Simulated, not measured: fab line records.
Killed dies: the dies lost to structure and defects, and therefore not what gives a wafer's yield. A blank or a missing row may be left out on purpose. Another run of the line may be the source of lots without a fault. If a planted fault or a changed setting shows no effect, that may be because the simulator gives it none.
fab line records	flow gf180mcu
[record] lots = 13	wafers = 39	last-day = 35
route steps=602 shown PSD@258 CONTACT@312 V2@398 M3@414
lots untouched by any fault: they come from a run of this same line in which no faults occurred
start-h: start of the lot's first displayed wafer, in hours after the record's first day	wait-h: hours since the lot's step before	" same as the row above	L1.1+2: one row covering several wafers at once	- either no value or no given start	* or withheld: withheld	< > ~ a bound
route shown NAME@n: a module of which the file shows steps, and the number in the route of the first	usual: mean/standard deviation of fault-free wafers	same: alike in all rows	chamber/n: place in a boat	sites: readings site by site	_std_site: standard deviation across them	_edge_site: the outer-site mean with the inner-site mean subtracted	radius-mm: how far each site lies from the wafer's centre	mask NAME#n: copy n	behind: the tool/chamber that last shaped the wafer	hold: the reason the lot was held/the length of the hold in hours/how it ended	device: the transistor (n, p or np) that didn't switch	end of line: the route-end tests of the same wafers	for a step that has no rows: nothing shown but its recipe	killed: the dies lost at the first sort to structure and to defects; this is not the yield of the wafer	map: shows each die of a wafer: x if killed, . if not, _ if none is there
set.NAME: the setting as run; set.NAME@STEP: as run at that earlier step	model.NAME: the simulator's own value behind a step, which no gauge read
one table for each step of the route and one row for each wafer, over a sample of lots
services: when a tool's chamber went out of use (start-h, in hours from the record's first day, below 0 if earlier), for how many hours, and the reason
[[steps]]
[step GF_PSD_STRIP_10]
[recipe] chemistry = O2/N2	power-w = 1400	pressure-mtorr = 1500	platen-temp-c = 250	o2-flow-sccm = 3000	n2-flow-sccm = 300	overash-fraction = 0.5
[usual] drypump-motor-current-A = 5.5/0.45	heater-power-w = 354/41	oes-product-au = 0.592/0.0044	overash-fraction = 0.5/0	strip-time-to-endpoint-s = 16.53/0.042
lot.wafer	tool	chamber	start-h	wait-h	drypump-motor-current-A	heater-power-w	oes-product-au	overash-fraction	rf-hours-counter-h	strip-time-to-endpoint-s
L331.2	plasma-asher-03	1	321.96	0.1	4.9	300	0.596	0.5	70	16.52
L331.4	"	0	"	"	6.1	403	0.604	0.5	-	16.51
L331.6	"	1	"	"	4.8	296	0.602	0.5	-	16.53
L334.1	plasma-asher-03	1	355.66	0.1	4.8	301	0.589	0.5	74	16.49
L334.4	"	0	"	"	5.9	410	0.595	0.5	-	16.52
L334.6	"	0	"	"	6.0	406	0.587	0.5	-	16.50
L333.1	plasma-asher-04	1	359.42	0.1	5.6	388	0.594	0.5	55	16.55
L333.5	"	0	"	"	5.1	366	0.594	0.5	-	16.56
L333.6	"	1	"	"	5.6	394	0.589	0.5	-	16.52
L336.1	plasma-asher-03	0	371.07	0.1	6.0	402	0.594	0.5	75	16.52
L336.2	"	1	"	"	4.8	301	0.595	0.5	75	16.56
L336.4	"	0	"	"	6.0	415	0.593	0.5	-	16.53
L337.1	plasma-asher-03	1	385.26	0.1	4.8	293	0.587	0.5	77	16.54
L337.2	"	0	"	"	6.0	407	0.593	0.5	77	16.59
L337.4	"	1	"	"	4.8	294	0.588	0.5	-	16.54
L338.1	plasma-asher-03	0	406.41	0.1	5.9	406	0.589	0.5	79	16.57
L338.3	"	1	"	"	4.8	303	0.594	0.5	-	16.63
L338.6	"	0	"	"	6.0	404	0.592	0.5	-	16.56
L343.1	plasma-asher-03	1	432.41	0.1	4.8	307	0.584	0.5	82	16.56
L343.3	"	0	"	"	6.0	406	0.637	0.3	-	16.56
L343.5	"	0	"	"	6.0	415	0.651	0.3	-	16.55
L344.2	plasma-asher-04	1	437.34	0.1	5.6	385	0.592	0.5	63	16.57
L344.3	"	0	"	"	5.1	360	0.593	0.5	-	16.56
L344.6	"	0	"	"	5.1	344	0.590	0.5	-	16.51
L345.4	plasma-asher-01	1	446.54	0.1	5.7	350	0.586	0.5	-	16.57
L345.5	"	0	"	"	5.9	316	0.591	0.5	-	16.53
L345.6	"	1	"	"	5.7	355	0.585	0.5	-	16.54
L346.1	plasma-asher-04	0	457.31	0.1	5.0	351	0.586	0.5	65	16.53
L346.2	"	1	"	"	5.6	392	0.582	0.5	65	16.52
L346.3	"	1	"	"	5.6	391	0.590	0.5	-	16.53
L347.1	plasma-asher-03	1	467.02	0.1	4.9	292	0.588	0.5	86	16.61
L347.2	"	0	"	"	6.0	414	0.647	0.3	86	16.61
L347.3	"	0	"	"	5.9	409	0.649	0.3	-	16.61
L353.3	plasma-asher-01	1	515.24	0.1	5.7	350	0.595	0.5	-	16.52
L353.4	"	0	"	"	5.9	308	0.590	0.5	-	16.54
L353.6	"	1	"	"	5.7	366	0.591	0.5	-	16.54
L354.2	plasma-asher-03	0	522.51	0.1	6.0	402	0.585	0.5	92	16.49
L354.3	"	0	"	"	6.0	408	0.586	0.5	-	16.48
L354.6	"	0	"	"	6.0	411	0.591	0.5	-	16.48
[step GF_CONTACT_RS_MEAS_25]
[recipe] thk-meas-gauge = four-point-probe	reads = W_of_CONTACT_CVD_24+TiN_of_CONTACT_SPUTTER_23+Ti_of_CONTACT_SPUTTER_22
[usual] CONTACT_W_RS = 0.383/0.0042
lot.wafer	tool	chamber	start-h	wait-h	CONTACT_W_RS[ohm/sq]
L331.2	film-metro-01	-	368.20	0.1	0.380
L331.4	"	-	"	"	0.378
L331.6	"	-	"	"	0.381
L334.1	film-metro-03	-	404.45	0.1	0.377
L334.4	"	-	"	"	0.382
L334.6	"	-	"	"	0.384
L333.1	film-metro-04	-	409.50	0.1	0.378
L333.5	"	-	"	"	0.378
L333.6	"	-	"	"	0.376
L336.1	film-metro-04	-	421.70	0.2	0.384
L336.2	"	-	"	"	0.390
L336.4	"	-	"	"	0.387
L337.1	film-metro-03	-	435.84	0.2	0.382
L337.2	"	-	"	"	0.387
L337.4	"	-	"	"	0.390
L338.1	film-metro-01	-	458.40	0.1	0.377
L338.3	"	-	"	"	0.384
L338.6	"	-	"	"	0.379
L343.1	film-metro-03	-	485.22	0.1	0.385
L343.3	"	-	"	"	0.381
L343.5	"	-	"	"	0.382
L344.2	film-metro-03	-	489.08	0.1	0.381
L344.3	"	-	"	"	0.382
L344.6	"	-	"	"	0.379
L345.4	film-metro-01	-	498.12	0.1	0.383
L345.5	"	-	"	"	0.382
L345.6	"	-	"	"	0.386
L346.1	film-metro-03	-	508.41	0.1	0.388
L346.2	"	-	"	"	0.385
L346.3	"	-	"	"	0.387
L347.1	film-metro-01	-	518.29	0.1	0.377
L347.2	"	-	"	"	0.384
L347.3	"	-	"	"	0.377
L353.3	film-metro-03	-	564.16	0.1	0.378
L353.4	"	-	"	"	0.387
L353.6	"	-	"	"	0.377
L354.2	film-metro-04	-	570.40	0.1	0.379
L354.3	"	-	"	"	0.380
L354.6	"	-	"	"	0.378
[step GF_V2_ETCH_16]
[recipe] chemistry = N2/H2	target-depth-a = withheld	overetch-a = withheld	time-s = withheld	target = BARC	ion-energy-ev = 200	source-w = 500	bias-w = 100	pressure-mtorr = 30	n2-flow-sccm = 100	h2-flow-sccm = 200
[usual] drypump-motor-current-A = 5.9/0.46	oes-product-au = 0.855/0.0045	throttle-valve-pct = 13.226/0.0089
lot.wafer	tool	chamber	start-h	wait-h	drypump-motor-current-A	oes-product-au	throttle-valve-pct
L331.2	rie-diel-01	1	469.17	0.0	6.3	0.850	13.218
L331.4	"	3	"	"	6.1	0.857	13.216
L331.6	"	2	"	"	6.3	0.852	13.238
L334.1	rie-diel-03	3	507.36	0.0	6.8	0.857	13.220
L334.4	"	0	"	"	5.9	0.851	13.220
L334.6	"	1	"	"	5.8	0.865	13.235
L333.1	rie-diel-01	2	512.11	0.0	6.2	0.855	13.228
L333.5	"	3	"	"	6.2	0.848	13.225
L333.6	"	2	"	"	6.3	0.854	13.227
L336.1	rie-diel-01	2	522.99	0.0	6.3	0.849	13.214
L336.2	"	3	"	"	6.2	0.854	13.241
L336.4	"	2	"	"	6.3	0.860	13.229
L337.1	rie-diel-01	2	538.11	0.0	6.2	0.849	13.214
L337.2	"	0	"	"	5.5	0.857	13.232
L337.4	"	1	"	"	6.4	0.857	13.237
L338.1	rie-diel-02	1	559.21	0.0	5.2	0.861	13.232
L338.3	"	3	"	"	5.5	0.862	13.217
L338.6	"	1	"	"	5.2	0.855	13.228
L343.1	rie-diel-01	1	582.96	0.0	6.4	0.850	13.238
L343.3	"	0	"	"	5.4	0.857	13.222
L343.5	"	2	"	"	6.2	0.865	13.222
L344.2	rie-diel-01	1	587.01	0.0	6.4	0.848	13.207
L344.3	"	0	"	"	5.5	0.851	13.233
L344.6	"	3	"	"	6.2	0.852	13.246
L345.4	rie-diel-03	1	593.21	0.0	5.8	0.860	13.214
L345.5	"	0	"	"	5.8	0.853	13.224
L345.6	"	3	"	"	6.7	0.848	13.226
L346.1	rie-diel-03	3	603.89	0.0	6.7	0.861	13.226
L346.2	"	2	"	"	5.3	0.858	13.229
L346.3	"	0	"	"	5.9	0.855	13.247
L347.1	rie-diel-02	0	613.24	0.0	6.2	0.856	13.223
L347.2	"	1	"	"	5.2	0.848	13.223
L347.3	"	3	"	"	5.5	0.847	13.228
L353.3	rie-diel-01	2	655.79	0.0	6.3	0.853	13.223
L353.4	"	3	"	"	6.2	0.858	13.227
L353.6	"	1	"	"	6.4	0.857	13.231
L354.2	rie-diel-03	0	660.36	0.0	5.9	0.857	13.232
L354.3	"	1	"	"	5.7	0.855	13.221
L354.6	"	3	"	"	6.7	0.866	13.226
[step GF_M3_RS_MEAS_05]
[recipe] thk-meas-gauge = four-point-probe	reads = TiN_of_M3_SPUTTER_04+Ti_of_M3_SPUTTER_03+AlCu_of_M3_SPUTTER_02+TiN_of_M3_SPUTTER_01+Ti_of_M3_SPUTTER_00
[usual] M3_ALCU_RS = 0.0699/0.0007
lot.wafer	tool	chamber	start-h	wait-h	M3_ALCU_RS[ohm/sq]
L331.2	film-metro-03	-	470.76	0.0	0.0710
L331.4	"	-	"	"	0.0705
L331.6	"	-	"	"	0.0702
L334.1	film-metro-02	-	509.10	0.0	0.0701
L334.4	"	-	"	"	0.0695
L334.6	"	-	"	"	0.0698
L333.1	film-metro-02	-	513.82	0.0	0.0707
L333.5	"	-	"	"	0.0704
L333.6	"	-	"	"	0.0707
L336.1	film-metro-02	-	524.65	0.0	0.0701
L336.2	"	-	"	"	0.0698
L336.4	"	-	"	"	0.0693
L337.1	film-metro-02	-	539.69	0.0	0.0704
L337.2	"	-	"	"	0.0709
L337.4	"	-	"	"	0.0709
L338.1	film-metro-04	-	560.79	0.0	0.0710
L338.3	"	-	"	"	0.0696
L338.6	"	-	"	"	0.0698
L343.1	film-metro-03	-	584.57	0.0	0.0688
L343.3	"	-	"	"	0.0697
L343.5	"	-	"	"	0.0698
L344.2	film-metro-03	-	588.61	0.0	0.0709
L344.3	"	-	"	"	0.0715
L344.6	"	-	"	"	0.0718
L345.4	film-metro-04	-	594.85	0.1	0.0697
L345.5	"	-	"	"	0.0708
L345.6	"	-	"	"	0.0706
L346.1	film-metro-02	-	605.47	0.0	0.0700
L346.2	"	-	"	"	0.0702
L346.3	"	-	"	"	0.0708
L347.1	film-metro-03	-	614.82	0.0	0.0703
L347.2	"	-	"	"	0.0706
L347.3	"	-	"	"	0.0702
L353.3	film-metro-02	-	657.40	0.1	0.0702
L353.4	"	-	"	"	0.0693
L353.6	"	-	"	"	0.0696
L354.2	film-metro-04	-	662.02	0.0	0.0697
L354.3	"	-	"	"	0.0703
L354.6	"	-	"	"	0.0699
[[services]]
tool	chamber	start-h	hours	kind
rie-diel-01	1	302.12	1.8	repair
rie-diel-03	-	318.11	14.6	pm
rie-diel-02	3	325.48	8.5	repair
rie-diel-03	3	342.43	23.6	repair
rie-diel-01	3	352.54	8.7	repair
rie-diel-02	-	406.19	14.6	pm
rie-diel-03	1	410.56	14.7	repair
plasma-asher-01	-	414.76	14.6	pm
plasma-asher-01	-	429.36	9.0	pm
rie-diel-03	-	431.50	0.3	repair
rie-diel-03	3	459.00	14.7	repair
plasma-asher-03	-	476.98	0.5	repair
rie-diel-03	-	484.74	0.4	repair
rie-diel-01	1	485.55	1.7	repair
rie-diel-01	0	490.06	13.3	repair
plasma-asher-04	-	539.74	4.3	pm
plasma-asher-04	-	544.45	4.0	pm
rie-diel-01	0	562.01	9.9	repair
rie-diel-03	0	564.23	9.4	repair
rie-diel-01	3	588.98	6.1	repair
rie-diel-01	-	591.56	14.6	pm
rie-diel-03	1	601.38	5.9	repair
rie-diel-03	1	610.27	7.1	repair
rie-diel-01	0	650.52	12.6	repair
[[key]]
[first-sign] step = GF_PSD_STRIP_10	reading = overash-fraction	direction = down	sigmas = 99+	usual = 0.5	struck = 0.3
[effect] step = GF_PSD_STRIP_10	reading = oes-product-au	direction = up	sigmas = 12	usual = 0.592	struck = 0.646
met-at GF_PSD_STRIP_10
struck-lots L343,L347
struck-wafers L343.3,L343.5,L347.2,L347.3
tester-left-out L343,L347
not-acting-at GF_CONTACT_RS_MEAS_25,GF_V2_ETCH_16,GF_M3_RS_MEAS_05
onset-between 406.41 432.41
[fault] kind = process-parameter-drift	tool = plasma-asher-03	chamber = 0	onset-h = 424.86	steps = GF_PSD_STRIP_10	channel = overash-fraction	offset = -0.2	shape = step	end-h = 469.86	acts-in = these-recipes-only	stated = 0.5
// tester-left-out: of these lots the tester's yield and bins aren't shown, on N5 and GAA mostly nor the transistor test; their killed dies are dies lost to structure and defects alone, not to doping, threshold or leakage, so they don't give the yield
